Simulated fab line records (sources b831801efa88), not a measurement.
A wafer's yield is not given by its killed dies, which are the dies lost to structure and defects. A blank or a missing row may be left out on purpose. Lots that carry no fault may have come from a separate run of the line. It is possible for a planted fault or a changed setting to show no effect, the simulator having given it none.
fab line records	flow gf180mcu
record lots=5	wafers=15	last_day=34
route steps=602 shown SAB@272 SALICIDE@278 CONTACT@287
lots with no fault: from the same line, run without faults
start_h: the number of hours between the record's first day and the start of the first shown wafer of the lot	wait_h: how many hours have passed since the lot's step before this one	" as in the row above	L1.1+2: one row covering several wafers at once	- no value, or no start given	* or withheld: withheld	< > ~ a bound
route shown NAME@n: a module of which the file shows steps, and the number in the route of the first	usual: mean/standard deviation taken from wafers without a fault	same: alike in all rows	chamber/n: place in a boat	sites: readings site by site	_std_site: standard deviation across them	_edge_site: inner sites' mean taken away from outer sites' mean	radius_mm: how far each site lies from the wafer's centre	mask NAME#n: copy n	behind: the last tool/chamber to shape the wafer	hold: cause of the lot's hold/its duration in hours/its outcome	device: transistor that didn't switch, given as n, p or np	end of line: at the end of the route, the tests of the same wafers	for a step that has no rows: nothing shown but its recipe	killed: dies that structure and defects cost at the first sort, which is not the same as the wafer's yield	map: a wafer's dies, marking killed ones x, the rest . and places with no die _
set.NAME: the setting the step ran with; set.NAME@STEP: the setting that earlier step ran with	model.NAME: the simulator's own value behind a step, which no gauge read
lots at some steps of the route; a table a step, a row a wafer
services: the hour from which a tool's chamber was out of use, counted from the record's first day as start_h (under 0 if before that day), plus the number of hours and why
## steps
# step GF_SAB_DEVELOP_08
# recipe develop_time_s=60	dev_temp_c=23
# usual resist_line_temp_C=22.99/0.09
lot.wafer	tool	chamber	start_h	wait_h	resist_line_temp_C
L076.1	litho_track-03	0	358.66	0.1	23.12
L076.2	"	0	"	"	23.05
L076.5	"	0	"	"	22.89
L078.3	litho_track-04	0	375.23	0.1	22.90
L078.4	"	0	"	"	23.09
L078.5	"	0	"	"	22.97
L084.3	litho_track-03	0	427.46	0.1	22.96
L084.4	"	0	"	"	23.06
L084.6	"	0	"	"	23.02
L090.2	litho_track-02	0	479.57	0.1	22.83
L090.4	"	0	"	"	22.89
L090.5	"	0	"	"	22.92
L097.1	litho_track-02	0	532.90	0.1	23.07
L097.4	"	0	"	"	22.98
L097.5	"	0	"	"	23.13
# step GF_SAB_CD_MEAS_09
# recipe target_cd_nm=420
# usual cd_nm=420.0/2.1
lot.wafer	tool	chamber	start_h	wait_h	cd_nm
L076.1	cd_sem-02	-	358.81	0.1	424.1
L076.2	"	-	"	"	425.4
L076.5	"	-	"	"	426.1
L078.3	cd_sem-01	-	375.37	0.1	422.3
L078.4	"	-	"	"	421.3
L078.5	"	-	"	"	420.3
L084.3	cd_sem-01	-	427.60	0.1	421.7
L084.4	"	-	"	"	421.0
L084.6	"	-	"	"	421.0
L090.2	cd_sem-02	-	479.72	0.1	419.5
L090.4	"	-	"	"	416.2
L090.5	"	-	"	"	420.7
L097.1	cd_sem-01	-	533.05	0.1	422.3
L097.4	"	-	"	"	420.8
L097.5	"	-	"	"	422.4
# step GF_SAB_OVL_MEAS_10
# usual SAB_OVL=-0.3/1.3
lot.wafer	tool	chamber	start_h	wait_h	SAB_OVL[nm]
L076.1	overlay-02	-	358.93	0.1	0.7
L076.2	"	-	"	"	-1.0
L076.5	"	-	"	"	0.8
L078.3	overlay-02	-	375.46	0.1	-0.7
L078.4	"	-	"	"	-0.4
L078.5	"	-	"	"	1.3
L084.3	overlay-01	-	427.69	0.1	-2.4
L084.4	"	-	"	"	-1.7
L084.6	"	-	"	"	-3.4
L090.2	overlay-02	-	479.82	0.1	-0.6
L090.4	"	-	"	"	-0.8
L090.5	"	-	"	"	-1.1
L097.1	overlay-01	-	533.17	0.1	-2.3
L097.4	"	-	"	"	-1.0
L097.5	"	-	"	"	-1.4
# step GF_SAB_ETCH_11
# recipe chemistry=C4F8/O2/Ar	mask_material=NOVOLAK	target=SiO2	target_depth_nm=55	source_w=1500	bias_w=1200	pressure_mtorr=40	c4f8_flow_sccm=withheld	O2_flow_sccm=6	Ar_flow_sccm=300	time_s=8.5
# usual oes_product_au=0.999/0.014
lot.wafer	tool	chamber	start_h	wait_h	oes_product_au	rf_hours_counter_h
L076.1	rie_diel-04	3	358.96	0.0	1.008	3
L076.2	"	1	"	"	0.977	88
L076.5	"	0	"	"	0.994	-
L078.3	rie_diel-04	2	375.48	0.0	1.003	50
L078.4	"	3	"	"	1.010	-
L078.5	"	0	"	"	0.990	-
L084.3	rie_diel-02	3	427.71	0.0	0.994	6
L084.4	"	2	"	"	0.999	-
L084.6	"	3	"	"	0.996	-
L090.2	rie_diel-03	3	479.85	0.0	1.001	54
L090.4	"	1	"	"	1.005	31
L090.5	"	3	"	"	1.013	-
L097.1	rie_diel-02	0	533.20	0.0	0.985	5
L097.4	"	2	"	"	1.015	8
L097.5	"	2	"	"	1.002	-
# step GF_SAB_WET_ETCH_12
# recipe chemistry=dHF	target_depth_nm=22	dry=n2_spin	target=SiO2	temp_c=25	dilution=100:1	time_s=440
lot.wafer	tool	chamber	start_h	wait_h
L076.1+2+5	wet_bench-04	3	358.99	0.0
L078.3+4+5	wet_bench-04	2	375.50	0.0
L084.3+4+6	wet_bench-02	0	427.73	0.0
L090.2+4+5	wet_bench-04	1	479.87	0.0
L097.1+4+5	wet_bench-01	3	533.22	0.0
# step GF_SAB_STRIP_13
# recipe chemistry=O2/N2	power_w=1400	pressure_mtorr=1500	platen_temp_c=250	o2_flow_sccm=3000	n2_flow_sccm=300	overash_fraction=0.5
# usual drypump_motor_current_A=5.8/0.43	heater_power_w=326/20	oes_product_au=0.709/0.0049	strip_time_to_endpoint_s=12.61/0.039
lot.wafer	tool	chamber	start_h	wait_h	drypump_motor_current_A	heater_power_w	oes_product_au	rf_hours_counter_h	strip_time_to_endpoint_s
L076.1	plasma_asher-04	1	359.12	0.0	6.2	338	0.719	70	12.64
L076.2	"	0	"	"	5.2	299	0.704	70	12.65
L076.5	"	1	"	"	6.2	344	0.709	-	12.66
L078.3	plasma_asher-02	1	375.67	0.0	6.0	343	0.699	-	12.62
L078.4	"	0	"	"	6.1	341	0.702	-	12.59
L078.5	"	1	"	"	6.1	352	0.716	-	12.60
L084.3	plasma_asher-01	1	427.91	0.0	6.3	283	0.704	-	12.57
L084.4	"	0	"	"	5.6	319	0.696	-	12.57
L084.6	"	1	"	"	6.3	286	0.713	-	12.58
L090.2	plasma_asher-04	1	480.01	0.0	6.2	342	0.703	5	12.61
L090.4	"	0	"	"	5.2	312	0.709	-	12.58
L090.5	"	1	"	"	6.2	344	0.712	-	12.64
L097.1	plasma_asher-02	1	533.35	0.0	6.0	354	0.713	91	12.63
L097.4	"	1	"	"	6.0	353	0.706	-	12.64
L097.5	"	1	"	"	6.1	336	0.706	-	12.63
# step GF_SALICIDE_CLEAN_00
# recipe chemistry=SC1/SC2	mix=1:4:20	temp_c=70	time_s=150
lot.wafer	tool	chamber	start_h	wait_h
L076.1+2+5	wet_bench-02	0	359.22	0.1
L078.3+4+5	wet_bench-03	2	375.73	0.0
L084.3+4+6	wet_bench-02	2	427.98	0.0
L090.2+4+5	wet_bench-02	1	480.11	0.1
L097.1+4+5	wet_bench-03	0	533.45	0.1
# step GF_SALICIDE_WET_ETCH_01
# recipe chemistry=dHF	target_depth_nm=5	dry=ipa_marangoni	target=SiO2	temp_c=25	dilution=100:1	time_s=100
lot.wafer	tool	chamber	start_h	wait_h
L076.1+2+5	wet_bench-01	1	359.27	0.0
L078.3+4+5	wet_bench-01	2	375.78	0.0
L084.3+4+6	wet_bench-03	1	428.03	0.0
L090.2+4+5	wet_bench-03	3	480.16	0.0
L097.1+4+5	wet_bench-02	2	533.50	0.0
# step GF_SALICIDE_SPUTTER_02
# recipe material=Co	target_thk_nm=10	power_w=1000	time_s=20	chamber_pressure_pa=0.4
# usual throttle_valve_pct=30.3/1
lot.wafer	tool	chamber	start_h	wait_h	throttle_valve_pct
L076.1	pvd_sputter-04	-	359.30	0.0	30.0
L076.2	"	-	"	"	31.0
L076.5	"	-	"	"	28.9
L078.3	pvd_sputter-04	-	375.82	0.0	30.7
L078.4	"	-	"	"	30.2
L078.5	"	-	"	"	28.9
L084.3	pvd_sputter-03	-	428.07	0.0	28.5
L084.4	"	-	"	"	30.1
L084.6	"	-	"	"	28.5
L090.2	pvd_sputter-02	-	480.19	0.0	32.0
L090.4	"	-	"	"	31.3
L090.5	"	-	"	"	32.0
L097.1	pvd_sputter-02	-	533.54	0.0	31.4
L097.4	"	-	"	"	32.2
L097.5	"	-	"	"	31.4
# step GF_SALICIDE_SPUTTER_03
# recipe material=TiN	target_thk_nm=20	power_w=6500	time_s=16.7	chamber_pressure_pa=0.4
# usual throttle_valve_pct=30.4/1
lot.wafer	tool	chamber	start_h	wait_h	throttle_valve_pct
L076.1	pvd_sputter-04	-	359.33	0.0	29.9
L076.2	"	-	"	"	30.8
L076.5	"	-	"	"	28.9
L078.3	pvd_sputter-04	-	375.85	0.0	30.8
L078.4	"	-	"	"	29.9
L078.5	"	-	"	"	28.8
L084.3	pvd_sputter-03	-	428.10	0.0	28.7
L084.4	"	-	"	"	30.3
L084.6	"	-	"	"	28.6
L090.2	pvd_sputter-02	-	480.22	0.0	31.9
L090.4	"	-	"	"	31.5
L090.5	"	-	"	"	32.1
L097.1	pvd_sputter-02	-	533.57	0.0	31.5
L097.4	"	-	"	"	31.8
L097.5	"	-	"	"	31.6
# step GF_SALICIDE_RS_MEAS_04
# recipe thk_meas_gauge=four-point-probe	reads=TiN_of_SALICIDE_SPUTTER_03+Co_of_SALICIDE_SPUTTER_02
# usual SALICIDE_TIN_RS=16.2/0.35
lot.wafer	tool	chamber	start_h	wait_h	SALICIDE_TIN_RS[ohm/sq]
L076.1	film_metro-02	-	359.36	0.0	16.2
L076.2	"	-	"	"	16.2
L076.5	"	-	"	"	16.1
L078.3	film_metro-02	-	375.91	0.1	16.2
L078.4	"	-	"	"	16.2
L078.5	"	-	"	"	16.6
L084.3	film_metro-02	-	428.16	0.1	16.2
L084.4	"	-	"	"	16.0
L084.6	"	-	"	"	16.2
L090.2	film_metro-03	-	480.27	0.0	16.2
L090.4	"	-	"	"	16.2
L090.5	"	-	"	"	16.2
L097.1	film_metro-03	-	533.59	0.0	16.7
L097.4	"	-	"	"	16.7
L097.5	"	-	"	"	17.0
# step GF_SALICIDE_THK_MEAS_05
# recipe thk_meas_gauge=xrf	reads=TiN_of_SALICIDE_SPUTTER_03
# usual SALICIDE_TIN_THK=19.73/0.27
lot.wafer	tool	chamber	start_h	wait_h	SALICIDE_TIN_THK[nm]
L076.1	film_metro-02	-	359.48	0.1	19.53
L076.2	"	-	"	"	19.84
L076.5	"	-	"	"	19.85
L078.3	film_metro-02	-	376.01	0.1	19.56
L078.4	"	-	"	"	19.62
L078.5	"	-	"	"	19.68
L084.3	film_metro-02	-	428.26	0.1	19.29
L084.4	"	-	"	"	19.62
L084.6	"	-	"	"	19.28
L090.2	film_metro-03	-	480.38	0.1	19.51
L090.4	"	-	"	"	19.57
L090.5	"	-	"	"	19.55
L097.1	film_metro-03	-	533.71	0.1	19.34
L097.4	"	-	"	"	19.53
L097.5	"	-	"	"	19.18
# step GF_SALICIDE_RTA_06
# recipe temp_c=530	time_s=30	ambient=N2
# usual lamp_power_pct=6.7/1.1	wafer_temp_C_max=533.1/0.72
lot.wafer	tool	chamber	start_h	wait_h	lamp_power_pct	wafer_temp_C_max
L076.1	rtp_anneal-02	0	359.54	0.1	5.3	531.6
L076.2	"	0	"	"	5.3	532.1
L076.5	"	0	"	"	5.3	532.6
L078.3	rtp_anneal-01	0	376.09	0.1	7.6	533.8
L078.4	"	0	"	"	7.6	533.4
L078.5	"	0	"	"	7.6	533.1
L084.3	rtp_anneal-01	0	428.33	0.1	7.6	533.3
L084.4	"	0	"	"	7.6	533.1
L084.6	"	0	"	"	7.6	533.1
L090.2	rtp_anneal-01	0	480.44	0.1	7.6	533.1
L090.4	"	0	"	"	7.6	533.7
L090.5	"	0	"	"	7.6	533.5
L097.1	rtp_anneal-01	0	533.77	0.1	7.6	534.1
L097.4	"	0	"	"	7.6	532.0
L097.5	"	0	"	"	7.6	534.2
# step GF_SALICIDE_WET_ETCH_07
# recipe chemistry=SPM	target_depth_nm=120	dry=n2_spin
lot.wafer	tool	chamber	start_h	wait_h
L076.1+2+5	wet_bench-02	1	359.64	0.1
L078.3+4+5	wet_bench-02	0	376.15	0.1
L084.3+4+6	wet_bench-02	1	428.40	0.1
L090.2+4+5	wet_bench-01	1	480.53	0.1
L097.1+4+5	wet_bench-02	1	533.87	0.1
# step GF_SALICIDE_RTA_08
# recipe temp_c=800	time_s=30	ambient=N2
# usual lamp_power_pct=17/3.2	wafer_temp_C_max=804.6/1
lot.wafer	tool	chamber	start_h	wait_h	lamp_power_pct	wafer_temp_C_max
L076.1	rtp_anneal-01	0	359.73	0.0	21	804.6
L076.2	"	0	"	"	21	804.8
L076.5	"	0	"	"	21	804.1
L078.3	rtp_anneal-02	0	376.29	0.0	15	804.5
L078.4	"	0	"	"	15	803.5
L078.5	"	0	"	"	15	802.8
L084.3	rtp_anneal-02	0	428.53	0.0	15	804.0
L084.4	"	0	"	"	15	804.6
L084.6	"	0	"	"	15	803.0
L090.2	rtp_anneal-02	0	480.63	0.0	15	804.4
L090.4	"	0	"	"	15	804.9
L090.5	"	0	"	"	15	804.4
L097.1	rtp_anneal-01	0	533.97	0.0	21	805.3
L097.4	"	0	"	"	21	805.8
L097.5	"	0	"	"	21	805.0
# step GF_CONTACT_CVD_00
# recipe material=SiO2	target_thk_nm=300	sigma_open_frac=0.3	temp_c=400	time_s=50	sih4_flow_sccm=60	pressure_mtorr=6
lot.wafer	tool	chamber	start_h	wait_h
L076.1+2+5	hdpcvd-01	2,0,0	359.83	0.1
L078.3+4+5	hdpcvd-01	2,0,1	376.35	0.1
L084.3+4+6	hdpcvd-02	2,1,2	428.60	0.1
L090.2+4+5	hdpcvd-01	0,1,0	480.72	0.1
L097.1+4+5	hdpcvd-01	1,2,1	534.07	0.1
# step GF_CONTACT_THK_MEAS_01
# recipe reads=SiO2_of_CONTACT_CVD_00
# usual CONTACT_CVD_00_THK=298/3.7
lot.wafer	tool	chamber	start_h	wait_h	CONTACT_CVD_00_THK[nm]
L076.1	film_metro-04	-	359.87	0.0	300
L076.2	"	-	"	"	295
L076.5	"	-	"	"	295
L078.3	film_metro-01	-	376.42	0.0	296
L078.4	"	-	"	"	291
L078.5	"	-	"	"	290
L084.3	film_metro-01	-	428.67	0.0	301
L084.4	"	-	"	"	300
L084.6	"	-	"	"	301
L090.2	film_metro-03	-	480.77	0.0	302
L090.4	"	-	"	"	298
L090.5	"	-	"	"	299
L097.1	film_metro-01	-	534.11	0.0	301
L097.4	"	-	"	"	299
L097.5	"	-	"	"	296
# step GF_CONTACT_CVD_02
# recipe material=SiO2	target_thk_nm=860	precursor=TEOS	temp_c=400	time_s=95.992	rf_w=600
# usual heater_power_outer_w=362/100	heater_power_w=609/130
lot.wafer	tool	chamber	start_h	wait_h	heater_power_outer_w	heater_power_w
L076.1	pecvd-03	2	359.93	0.1	457	747
L076.2	"	1	"	"	378	629
L076.5	"	1	"	"	409	677
L078.3	pecvd-01	0	376.46	0.0	308	550
L078.4	"	1	"	"	351	585
L078.5	"	0	"	"	343	599
L084.3	pecvd-01	0	428.71	0.0	373	657
L084.4	"	0	"	"	280	507
L084.6	"	1	"	"	339	584
L090.2	pecvd-02	2	480.82	0.0	308	520
L090.4	"	1	"	"	326	553
L090.5	"	2	"	"	341	562
L097.1	pecvd-02	1	534.17	0.1	343	603
L097.4	"	2	"	"	375	580
L097.5	"	1	"	"	255	458
# step GF_CONTACT_THK_MEAS_03
# recipe reads=SiO2_of_CONTACT_CVD_02
# usual CONTACT_CVD_02_THK=859/10
lot.wafer	tool	chamber	start_h	wait_h	CONTACT_CVD_02_THK[nm]
L076.1	film_metro-01	-	360.00	0.0	864
L076.2	"	-	"	"	843
L076.5	"	-	"	"	872
L078.3	film_metro-03	-	376.55	0.1	839
L078.4	"	-	"	"	857
L078.5	"	-	"	"	853
L084.3	film_metro-04	-	428.80	0.1	849
L084.4	"	-	"	"	854
L084.6	"	-	"	"	871
L090.2	film_metro-03	-	480.90	0.0	850
L090.4	"	-	"	"	864
L090.5	"	-	"	"	868
L097.1	film_metro-04	-	534.24	0.0	848
L097.4	"	-	"	"	862
L097.5	"	-	"	"	859
# step GF_CONTACT_CMP_04
# recipe material=SiO2	down_force_psi=4	platen_rpm=60	pad_velocity_m_s=0.94248
# usual motor_current_A=11.9/1.1	slurry_filter_dp_kPa=13.50/0.13	time_to_endpoint_s=109/5.6
lot.wafer	tool	chamber	start_h	wait_h	motor_current_A	slurry_filter_dp_kPa	time_to_endpoint_s
L076.1	cmp-01	3	360.11	0.1	12.0	13.75	112
L076.2	"	1	"	"	12.9	13.64	96
L076.5	"	2	"	"	10.3	13.29	117
L078.4	cmp-01	3	376.59	0.0	12.1	13.59	107
L078.3	"	1	"	"	12.3	13.53	98
L078.5	"	0	"	"	10.0	13.54	108
L084.3	cmp-01	0	428.89	0.1	10.3	13.58	106
L084.4	"	2	"	"	10.1	13.30	111
L084.6	"	0	"	"	10.7	13.64	109
L090.2	cmp-02	1	481.00	0.1	12.5	13.50	105
L090.4	"	2	"	"	12.2	13.34	113
L090.5	"	1	"	"	13.2	13.74	111
L097.4	cmp-01	1	534.35	0.1	12.6	13.54	108
L097.1	"	2	"	"	10.6	13.39	106
L097.5	"	0	"	"	10.5	13.42	111
# step GF_CONTACT_BOW_MEAS_05
# recipe mode=bow
# usual CONTACT_BOW=64/7.2
lot.wafer	tool	chamber	start_h	wait_h	CONTACT_BOW[um]
L076.1	film_metro-01	-	360.36	0.2	62
L076.2	"	-	"	"	57
L076.5	"	-	"	"	63
L078.3	film_metro-03	-	376.93	0.2	76
L078.4	"	-	"	"	63
L078.5	"	-	"	"	70
L084.3	film_metro-03	-	429.18	0.2	70
L084.4	"	-	"	"	60
L084.6	"	-	"	"	58
L090.2	film_metro-03	-	481.27	0.2	70
L090.4	"	-	"	"	67
L090.5	"	-	"	"	57
L097.1	film_metro-03	-	534.60	0.1	70
L097.4	"	-	"	"	72
L097.5	"	-	"	"	67
# step GF_CONTACT_DEHYDRATE_06
# recipe temp_c=200	time_s=60
# usual resist_line_temp_C=23.02/0.1
lot.wafer	tool	chamber	start_h	wait_h	resist_line_temp_C
L076.1	litho_track-01	0	371.12	10.7	23.09
L076.2	"	0	"	"	22.99
L076.5	"	0	"	"	23.00
L078.3	litho_track-02	0	387.55	10.6	22.94
L078.4	"	0	"	"	22.71
L078.5	"	0	"	"	22.86
L084.3	litho_track-02	0	440.35	11.2	22.94
L084.4	"	0	"	"	23.11
L084.6	"	0	"	"	22.98
L090.2	litho_track-04	0	492.50	11.2	22.94
L090.4	"	0	"	"	22.94
L090.5	"	0	"	"	23.01
L097.1	litho_track-02	0	545.20	10.6	22.79
L097.4	"	0	"	"	22.95
L097.5	"	0	"	"	22.98
# step GF_CONTACT_HMDS_07
# recipe prime_time_s=60	prime_temp_c=120
# usual resist_line_temp_C=22.99/0.11
lot.wafer	tool	chamber	start_h	wait_h	resist_line_temp_C
L076.1	litho_track-01	0	371.27	0.1	23.01
L076.2	"	0	"	"	23.01
L076.5	"	0	"	"	22.88
L078.3	litho_track-02	0	387.70	0.1	22.97
L078.4	"	0	"	"	22.94
L078.5	"	0	"	"	22.98
L084.3	litho_track-02	0	440.50	0.1	22.90
L084.4	"	0	"	"	23.10
L084.6	"	0	"	"	23.04
L090.2	litho_track-04	0	492.65	0.1	22.94
L090.4	"	0	"	"	23.03
L090.5	"	0	"	"	23.00
L097.1	litho_track-02	0	545.35	0.1	22.95
L097.4	"	0	"	"	22.84
L097.5	"	0	"	"	23.04
# step GF_CONTACT_COAT_08
# recipe resist=BARC	temp_c=withheld	time_s=withheld	spin_rpm=withheld	resist_thk_nm=withheld
# usual resist_line_temp_C=*
lot.wafer	tool	chamber	start_h	wait_h	resist_line_temp_C
L076.1	litho_track-01	0	371.42	0.1	*
L076.2	"	0	"	"	*
L076.5	"	0	"	"	*
L078.3	litho_track-02	0	387.85	0.1	*
L078.4	"	0	"	"	*
L078.5	"	0	"	"	*
L084.3	litho_track-02	0	440.65	0.1	*
L084.4	"	0	"	"	*
L084.6	"	0	"	"	*
L090.2	litho_track-04	0	492.80	0.1	*
L090.4	"	0	"	"	*
L090.5	"	0	"	"	*
L097.1	litho_track-02	0	545.50	0.1	*
L097.4	"	0	"	"	*
L097.5	"	0	"	"	*
# step GF_CONTACT_COAT_09
# recipe resist=KrF	spin_rpm=withheld	resist_thk_nm=1000
# usual resist_line_temp_C=22.99/0.11
lot.wafer	tool	chamber	start_h	wait_h	resist_line_temp_C
L076.1	litho_track-01	0	-	-	22.99
L076.2	"	0	"	"	23.03
L076.5	"	0	"	"	23.01
L078.3	litho_track-02	0	-	-	22.76
L078.4	"	0	"	"	22.90
L078.5	"	0	"	"	22.71
L084.3	litho_track-02	0	-	-	23.04
L084.4	"	0	"	"	22.98
L084.6	"	0	"	"	23.12
L090.2	litho_track-04	0	-	-	22.93
L090.4	"	0	"	"	23.03
L090.5	"	0	"	"	23.03
L097.1	litho_track-02	0	-	-	23.12
L097.4	"	0	"	"	22.92
L097.5	"	0	"	"	23.03
# step GF_CONTACT_SOFTBAKE_10
# recipe temp_c=130	time_s=60	resist=KrF
# usual resist_line_temp_C=23.03/0.1
lot.wafer	tool	chamber	start_h	wait_h	resist_line_temp_C
L076.1	litho_track-01	0	-	-	23.15
L076.2	"	0	"	"	23.15
L076.5	"	0	"	"	23.19
L078.3	litho_track-02	0	-	-	23.13
L078.4	"	0	"	"	23.31
L078.5	"	0	"	"	23.18
L084.3	litho_track-02	0	-	-	23.08
L084.4	"	0	"	"	23.15
L084.6	"	0	"	"	23.04
L090.2	litho_track-04	0	-	-	23.06
L090.4	"	0	"	"	23.07
L090.5	"	0	"	"	23.11
L097.1	litho_track-02	0	-	-	23.00
L097.4	"	0	"	"	22.88
L097.5	"	0	"	"	22.89
# step GF_CONTACT_EXPOSE_11
# recipe mask_id=Contact	target_cd_nm=220	na=0.68	source_shape=conventional	sigma_outer=0.6	dose_mj=38
lot.wafer	tool	chamber	start_h	wait_h	mask
L076.1+2+5	krf_scanner-02	0	-	-	Contact#0
L078.3+4+5	krf_scanner-02	0	-	-	Contact#0
L084.3+4+6	krf_scanner-01	0	-	-	Contact#0
L090.2+4+5	krf_scanner-01	0	-	-	Contact#0
L097.1+4+5	krf_scanner-02	0	-	-	Contact#0
# step GF_CONTACT_PEB_12
# recipe peb_temp_c=135	peb_time_s=90	resist=KrF
# usual resist_line_temp_C=23.00/0.11
lot.wafer	tool	chamber	start_h	wait_h	resist_line_temp_C
L076.1	litho_track-04	0	-	-	23.11
L076.2	"	0	"	"	23.03
L076.5	"	0	"	"	22.95
L078.3	litho_track-02	0	-	-	22.93
L078.4	"	0	"	"	22.98
L078.5	"	0	"	"	22.96
L084.3	litho_track-04	0	-	-	23.12
L084.4	"	0	"	"	23.05
L084.6	"	0	"	"	23.10
L090.2	litho_track-01	0	-	-	23.12
L090.4	"	0	"	"	23.15
L090.5	"	0	"	"	22.91
L097.1	litho_track-04	0	-	-	22.92
L097.4	"	0	"	"	22.90
L097.5	"	0	"	"	22.99
# step GF_CONTACT_DEVELOP_13
# recipe develop_time_s=60	resist=KrF	dev_temp_c=21
# usual resist_line_temp_C=23.01/0.1
lot.wafer	tool	chamber	start_h	wait_h	resist_line_temp_C
L076.1	litho_track-04	0	383.28	0.2	23.02
L076.2	"	0	"	"	23.08
L076.5	"	0	"	"	22.81
L078.3	litho_track-02	0	399.40	0.1	22.94
L078.4	"	0	"	"	23.11
L078.5	"	0	"	"	22.95
L084.3	litho_track-04	0	452.92	0.1	22.97
L084.4	"	0	"	"	22.95
L084.6	"	0	"	"	22.95
L090.2	litho_track-01	0	504.89	0.2	23.03
L090.4	"	0	"	"	23.10
L090.5	"	0	"	"	23.02
L097.1	litho_track-04	0	557.32	0.2	23.24
L097.4	"	0	"	"	23.14
L097.5	"	0	"	"	23.13
# step GF_CONTACT_CD_MEAS_14
# recipe target_cd_nm=220
# usual cd_nm=219.9/1.3
lot.wafer	tool	chamber	start_h	wait_h	cd_nm
L076.1	cd_sem-02	-	383.43	0.1	222.2
L076.2	"	-	"	"	221.1
L076.5	"	-	"	"	221.9
L078.3	cd_sem-01	-	399.54	0.1	219.9
L078.4	"	-	"	"	220.5
L078.5	"	-	"	"	219.1
L084.3	cd_sem-02	-	453.06	0.1	222.2
L084.4	"	-	"	"	219.4
L084.6	"	-	"	"	221.3
L090.2	cd_sem-02	-	505.04	0.1	218.0
L090.4	"	-	"	"	217.2
L090.5	"	-	"	"	216.9
L097.1	cd_sem-01	-	557.47	0.1	220.3
L097.4	"	-	"	"	219.2
L097.5	"	-	"	"	220.1
# step GF_CONTACT_OVL_MEAS_15
# usual CONTACT_OVL=-2/5.6
lot.wafer	tool	chamber	start_h	wait_h	CONTACT_OVL[nm]
L076.1	overlay-02	-	383.55	0.1	-10
L076.2	"	-	"	"	-8
L076.5	"	-	"	"	-3
L078.3	overlay-02	-	399.63	0.1	5
L078.4	"	-	"	"	3
L078.5	"	-	"	"	6
L084.3	overlay-01	-	453.16	0.1	-10
L084.4	"	-	"	"	-9
L084.6	"	-	"	"	-5
L090.2	overlay-01	-	505.14	0.1	-3
L090.4	"	-	"	"	-1
L090.5	"	-	"	"	-3
L097.1	overlay-01	-	557.59	0.1	-1
L097.4	"	-	"	"	-6
L097.5	"	-	"	"	-6
# step GF_CONTACT_ETCH_16
# recipe chemistry=N2/H2	target_depth_a=withheld	overetch_a=withheld	time_s=withheld	target=BARC	ion_energy_ev=200	source_w=500	bias_w=100	pressure_mtorr=30	n2_flow_sccm=100	h2_flow_sccm=200
# usual drypump_motor_current_A=5.8/0.54	oes_product_au=0.855/0.005	throttle_valve_pct=13.224/0.0095
lot.wafer	tool	chamber	start_h	wait_h	drypump_motor_current_A	oes_product_au	throttle_valve_pct
L076.1	rie_diel-03	0	383.58	0.0	6.0	0.856	13.228
L076.2	"	1	"	"	5.6	0.851	13.226
L076.5	"	2	"	"	6.5	0.863	13.228
L078.3	rie_diel-04	0	399.66	0.0	4.8	0.853	13.231
L078.4	"	2	"	"	6.6	0.855	13.228
L078.5	"	0	"	"	4.8	0.863	13.220
L084.3	rie_diel-01	3	453.18	0.0	5.6	0.859	13.219
L084.4	"	2	"	"	6.0	0.856	13.218
L084.6	"	3	"	"	5.6	0.851	13.225
L090.2	rie_diel-01	1	505.17	0.0	6.2	0.857	13.205
L090.4	"	2	"	"	6.0	0.854	13.227
L090.5	"	0	"	"	5.2	0.856	13.229
L097.1	rie_diel-04	2	557.63	0.0	6.6	0.857	13.235
L097.4	"	3	"	"	5.1	0.858	13.220
L097.5	"	1	"	"	5.9	0.864	13.245
## services
tool	chamber	start_h	hours	kind
rie_diel-04	1	339.40	2.5	repair
pecvd-01	0	350.16	9.2	repair
wet_bench-03	-	361.34	0.5	repair
krf_scanner-01	-	369.76	0.3	repair
rie_diel-02	2	370.46	6.6	repair
rie_diel-04	1	372.42	3.2	repair
krf_scanner-02	-	388.49	0.8	pm
cmp-01	-	404.06	4.0	pm
pvd_sputter-02	-	410.41	4.9	repair
rie_diel-04	-	427.13	28.1	pm
krf_scanner-02	-	432.54	3.6	pm
krf_scanner-02	-	439.14	11.1	repair
krf_scanner-02	-	450.25	1.0	pm
krf_scanner-02	-	459.27	1.3	pm
pvd_sputter-04	-	465.95	21.9	repair
pvd_sputter-04	-	477.51	10.6	repair
pvd_sputter-02	-	490.61	0.8	repair
pvd_sputter-02	-	502.87	13.0	repair
cmp-01	-	507.81	0.9	repair
rie_diel-04	-	513.26	2.8	pm
wet_bench-02	-	518.47	0.9	repair
rie_diel-04	2	520.77	5.5	repair
hdpcvd-01	-	539.25	15.0	pm
krf_scanner-02	-	557.20	0.8	pm
## key
fault none
